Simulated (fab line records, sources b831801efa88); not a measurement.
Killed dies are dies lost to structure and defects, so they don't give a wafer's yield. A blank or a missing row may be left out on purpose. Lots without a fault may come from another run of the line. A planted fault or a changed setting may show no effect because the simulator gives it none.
Which tool did it? | flow sky130 | 13 lots, 39 wafers sampled, at 4 steps of a route of 708

WHAT THE GAUGES READ, wafer by wafer
SKY_METAL2_RS_MEAS_05: measures by four-point-probe.
lot  | measured     | on            | METAL2_ALCU_RS (ohm/sq)
L617 | day 34 17:59 | film_metro-02 | 0.1273 0.1283 0.1286
L618 | day 34 21:48 | film_metro-02 | 0.1295 0.1267 0.1284
L619 | day 35 01:47 | film_metro-03 | 0.1268 0.1260 0.1252
L620 | day 35 06:33 | film_metro-02 | 0.1280 0.1273 0.1284
L621 | day 35 19:15 | film_metro-02 | 0.1268 0.1284 0.1291
L622 | day 35 20:15 | film_metro-01 | 0.1238 0.1267 0.1265
L623 | day 36 06:05 | film_metro-03 | 0.1265 0.1262 0.1283
L624 | day 36 17:05 | film_metro-01 | 0.1272 0.1267 0.1278
L625 | day 36 20:06 | film_metro-01 | 0.1263 0.1260 0.1261
L626 | day 37 17:47 | film_metro-01 | 0.1244 0.1257 0.1248
L627 | day 37 19:02 | film_metro-03 | 0.1262 0.1254 0.1263
L632 | day 39 01:07 | film_metro-02 | 0.4046 0.4114 0.4107 0.4050 0.4113 0.4109
L635 | day 39 20:01 | film_metro-01 | 0.4156 0.4095 0.4061 0.4148 0.4091 0.4057

WHICH TOOL RAN EACH LOT (tool, then ch and the chambers of the sampled wafers, then the start)
lot  | SKY_METAL2_SPUTTER_00        | SKY_METAL2_SPUTTER_02        | SKY_METAL2_SPUTTER_03
L617 | pvd_sputter-01, day 34 17:50 | pvd_sputter-01, day 34 17:53 | pvd_sputter-01, day 34 17:55
L618 | pvd_sputter-01, day 34 21:38 | pvd_sputter-01, day 34 21:41 | pvd_sputter-01, day 34 21:43
L619 | pvd_sputter-02, day 35 01:39 | pvd_sputter-02, day 35 01:42 | pvd_sputter-02, day 35 01:44
L620 | pvd_sputter-01, day 35 06:25 | pvd_sputter-01, day 35 06:28 | pvd_sputter-01, day 35 06:29
L621 | pvd_sputter-02, day 35 19:05 | pvd_sputter-02, day 35 19:08 | pvd_sputter-02, day 35 19:10
L622 | pvd_sputter-04, day 35 20:05 | pvd_sputter-04, day 35 20:08 | pvd_sputter-04, day 35 20:10
L623 | pvd_sputter-02, day 36 05:56 | pvd_sputter-02, day 36 05:59 | pvd_sputter-02, day 36 06:01
L624 | pvd_sputter-01, day 36 16:54 | pvd_sputter-01, day 36 16:57 | pvd_sputter-01, day 36 16:58
L625 | pvd_sputter-02, day 36 19:56 | pvd_sputter-02, day 36 19:59 | pvd_sputter-02, day 36 20:01
L626 | pvd_sputter-04, day 37 17:38 | pvd_sputter-04, day 37 17:41 | pvd_sputter-04, day 37 17:43
L627 | pvd_sputter-04, day 37 18:54 | pvd_sputter-04, day 37 18:56 | pvd_sputter-04, day 37 18:58
L632 | pvd_sputter-04, day 39 00:58 | pvd_sputter-04, day 39 01:01 | pvd_sputter-04, day 39 01:02
L635 | pvd_sputter-04, day 39 19:53 | pvd_sputter-04, day 39 19:56 | pvd_sputter-04, day 39 19:58
- SKY_METAL2_SPUTTER_00: material Ti, target thk 15 nm, time 10 s.
- SKY_METAL2_SPUTTER_02: material AlCu, target thk 250 nm, time 13.3 s.
- SKY_METAL2_SPUTTER_03: material Ti, target thk 5 nm, time 3.3 s.

WHAT THE TOOLS THEMSELVES READ (means of the sampled wafers that have a number; where no wafer has one, the mark that the record gives instead)
SKY_METAL2_SPUTTER_00.
lot  | tool           | throttle_valve_pct (%)
L617 | pvd_sputter-01 | 29.5
L618 | pvd_sputter-01 | 30.2
L619 | pvd_sputter-02 | 30.1
L620 | pvd_sputter-01 | 29.5
L621 | pvd_sputter-02 | 29.7
L622 | pvd_sputter-04 | 30.6
L623 | pvd_sputter-02 | 30.6
L624 | pvd_sputter-01 | 29.0
L625 | pvd_sputter-02 | 29.0
L626 | pvd_sputter-04 | 30.5
L627 | pvd_sputter-04 | 30.2
L632 | pvd_sputter-04 | 29.9
L635 | pvd_sputter-04 | 30.2

SKY_METAL2_SPUTTER_02.
lot  | tool           | throttle_valve_pct (%)
L617 | pvd_sputter-01 | 29.4
L618 | pvd_sputter-01 | 30.1
L619 | pvd_sputter-02 | 30.0
L620 | pvd_sputter-01 | 29.7
L621 | pvd_sputter-02 | 29.6
L622 | pvd_sputter-04 | 30.5
L623 | pvd_sputter-02 | 30.7
L624 | pvd_sputter-01 | 29.0
L625 | pvd_sputter-02 | 29.0
L626 | pvd_sputter-04 | 30.6
L627 | pvd_sputter-04 | 30.2
L632 | pvd_sputter-04 | 29.7
L635 | pvd_sputter-04 | 30.2

SKY_METAL2_SPUTTER_03.
lot  | tool           | throttle_valve_pct (%)
L617 | pvd_sputter-01 | 29.6
L618 | pvd_sputter-01 | 30.0
L619 | pvd_sputter-02 | 30.0
L620 | pvd_sputter-01 | 29.5
L621 | pvd_sputter-02 | 29.9
L622 | pvd_sputter-04 | 30.6
L623 | pvd_sputter-02 | 30.6
L624 | pvd_sputter-01 | 28.9
L625 | pvd_sputter-02 | 29.0
L626 | pvd_sputter-04 | 30.6
L627 | pvd_sputter-04 | 30.3
L632 | pvd_sputter-04 | 29.6
L635 | pvd_sputter-04 | 30.1

THE ANSWER, worked out from the rows above alone
Rule: what is usual is taken from the lots themselves. Put in order of their means at a reading, lots are off if they are a third of the lots or fewer, leave a main group of 4 or more, and stand apart from it by a gap of 3 or more times the standard deviation of the main group's means; of several such gaps the widest counts. A main group whose means are all the same, to the digits that the tables above print for the reading, isn't used. A lot without any number at a reading at which 4 lots or more have one is off too. The other lots that the step has rows for count as sound. The gauges are gone through in route order, then the tools' own readings, and for those a lot's mean is taken as printed above. The first step at which some lot is off is used, and at that step the reading that is off furthest; a lot without a number counts as furthest.
Off: L632, L635, at SKY_METAL2_RS_MEAS_05 (METAL2_ALCU_RS). The main group: mean 0.1268 ohm/sq, standard deviation 0.0011.
A tool fits if, at a process step before that reading, it ran every lot that is off, and no sound lot after the first of them. The gauges at SKY_METAL2_RS_MEAS_05 are tried like those tools. One fits: pvd_sputter-04 at SKY_METAL2_SPUTTER_00 and SKY_METAL2_SPUTTER_02 and SKY_METAL2_SPUTTER_03. At SKY_METAL2_SPUTTER_00 its last sound lot is L627 (day 37 18:54), its first lot that is off L632 (day 39 00:58): a fault that began between those two fits.

WHAT THE SIMULATOR HAD PUT IN
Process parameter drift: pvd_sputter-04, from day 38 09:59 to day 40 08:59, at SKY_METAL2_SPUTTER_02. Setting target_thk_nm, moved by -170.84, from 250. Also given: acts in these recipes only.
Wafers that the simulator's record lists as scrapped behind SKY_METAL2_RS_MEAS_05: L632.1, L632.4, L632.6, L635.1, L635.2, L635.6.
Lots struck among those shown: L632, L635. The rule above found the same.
